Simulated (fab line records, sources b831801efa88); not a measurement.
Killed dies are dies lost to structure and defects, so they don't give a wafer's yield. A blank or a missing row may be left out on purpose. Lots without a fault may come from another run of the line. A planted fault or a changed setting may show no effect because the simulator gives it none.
A struck lot beside a sound one | flow sky130 | 18 steps out of a route of 708
Sound: wafers L997.3, L997.4, L997.6. Struck: wafer L107.4. (L107.3, L107.5 of the same lot were not struck and are left out.) The cause comes at the end.
At each step with rows: each side's tool, then ch and its chambers, then its first start. Under that, the readings that differ: sound wafers | struck wafers | difference of the means | sigmas: that difference in standard deviations of wafers without a fault.
alike: readings whose means differ by less than 2 such deviations, and words and numbers that are the same on both sides. not compared: withheld readings, readings that some wafer has no value for, bounds like >300 that may hide the same value, and numbers for which the record gives no deviation and whose values overlap.
The two part at a step that has a row with sigmas, a row that says differs or no value, or rows on one side only. Numbers that don't overlap but have no deviation are shown without sigmas and don't part them. A reading that every wafer of one side lacks parts them only if that side has two wafers or more.

first, 3 steps without rows for these wafers: SKY_LI_CONTACT_EXPOSE_09 (exposes mask LICM1, target cd 170 nm); SKY_LI_CONTACT_PEB_10; SKY_LI_CONTACT_DEVELOP_11 (develop time 60 s).
SKY_LI_CONTACT_CD_MEAS_12: target cd 170 nm.
  sound on cd_sem-02, day 30 20:34; struck on cd_sem-01, day 34 10:37
  alike: cd_nm
SKY_LI_CONTACT_OVL_MEAS_13:
  sound on overlay-02, day 30 20:40; struck on overlay-01, day 34 10:42
  alike: LI_CONTACT_OVL
SKY_LI_CONTACT_ETCH_14: etches BARC in N2/H2, stops on SiO2, time 45.9 s, target depth 60 nm.
  sound on rie_diel-01 ch 0,2, day 30 20:41; struck on rie_diel-01 ch 2, day 34 10:44
  reading                | sound                | struck | difference | sigmas
  throttle_valve_pct (%) | 13.231 13.210 13.227 | 13.241 | +0.018     | +2
  alike: drypump_motor_current_A, oes_product_au
  not compared: rf_hours_counter_h
SKY_LI_CONTACT_ETCH_15: etches PSG in C4F8/O2/Ar, stops on Si, target depth 600 nm.
  sound on rie_diel-01 ch 0,2, day 30 20:44; struck on rie_diel-01 ch 2, day 34 10:46
  reading               | sound             | struck | difference | sigmas
  oes_product_au (a.u.) | 0.844 0.841 0.839 | 0.829  | -0.012     | -3
SKY_LI_CONTACT_STRIP_16: strips in O2/N2.
  sound on plasma_asher-03 ch 0,1, day 30 20:51; struck on plasma_asher-03 ch 1, day 34 10:53
  alike: drypump_motor_current_A, oes_product_au, strip_time_to_endpoint_s
  not compared: rf_hours_counter_h
then, 2 steps without rows for these wafers: SKY_LI_CONTACT_CLEAN_17 (cleans in NMP, time 600 s); SKY_LI_CONTACT_PRE_CLEAN_18 (time 5.6 s).
SKY_LI_CONTACT_SPUTTER_19: material Ti, target thk 20 nm, time 106.37 s.
  sound on pvd_sputter-04, day 30 21:07; struck on pvd_sputter-02, day 34 11:20
  alike: throttle_valve_pct
SKY_LI_CONTACT_SPUTTER_20: material TiN, target thk 20 nm, time 80 s.
  sound on pvd_sputter-04, day 30 21:12; struck on pvd_sputter-02, day 34 11:24
  alike: throttle_valve_pct
SKY_LI_CONTACT_CVD_21: deposits W, target thk 400 nm, time 120.56 s.
  sound on cvd_w-02 ch 0,1, day 30 21:18; struck on cvd_w-01 ch 0, day 34 11:30
  reading                                  | sound                | struck | difference | sigmas
  heater_power_outer_w (W)                 | 585 544 574          | 518    | -50        | -2
  susceptor_temp_C (C)                     | 400.09 399.79 400.43 | 384.25 | -15.85     | -66
  model.W_of_LI_CONTACT_CVD_21.thk_nm (nm) | 399.7 408.9 400      | 292.1  | -110.8     |
  alike: heater_power_w
  not compared: since_wet_clean_h
SKY_LI_CONTACT_RS_MEAS_22: measures by four-point-probe.
  sound on film_metro-04, day 30 21:25; struck on film_metro-02, day 34 11:38
  reading                  | sound             | struck | difference | sigmas
  LI_CONTACT_W_RS (ohm/sq) | 0.285 0.278 0.285 | 0.390  | +0.107     | +24
SKY_LI_CONTACT_THK_MEAS_23: measures by xrf.
  sound on film_metro-04, day 30 21:31; struck on film_metro-02, day 34 11:44
  reading               | sound       | struck | difference | sigmas
  LI_CONTACT_W_THK (nm) | 413 422 411 | 292    | -123       | -11
SKY_LI_CONTACT_CMP_24: polishes, stops on PSG, t overpolish 20 s, target thk 0 nm.
  sound on cmp-02 ch 0,1,2, day 30 21:34; struck on cmp-02 ch 2, day 34 11:46
  reading                | sound             | struck | difference | sigmas
  slurry_flow_ml_min     | 151.0 150.3 150.8 | 149.4  | -1.3       | -3
  time_to_endpoint_s (s) | 87 95 90          | 71     | -20        | -5
  alike: motor_current_A
then, 1 step without rows for these wafers: SKY_LOCAL_INTERCONNECT_SPUTTER_00 (material TiN, target thk 100 nm, time 83.3 s).
-- the record jumps here: 15 days lie between the struck wafers' starts before and after (it left off in module LOCAL_INTERCONNECT and takes up again in module PAD_OPEN, whose first step shown is number 708 of the route) --
SKY_PAD_OPEN_PROBE_99:
  sound on prober-01, day 47 02:25; struck on prober-02, day 49 12:59
  reading         | sound | struck | difference | sigmas
  killed_at_M4_up | 1 5 2 | 7      | +4         | +2
  alike: killed_at_M0_to_M3, killed_at_contacts, killed_at_front_end, killed_at_other, killed_dies, killed_on_rim, killed_open, killed_short

WHERE THEY PART
First at SKY_LI_CONTACT_ETCH_14; last, within this record, at SKY_PAD_OPEN_PROBE_99.

WHY: what the simulator had put in
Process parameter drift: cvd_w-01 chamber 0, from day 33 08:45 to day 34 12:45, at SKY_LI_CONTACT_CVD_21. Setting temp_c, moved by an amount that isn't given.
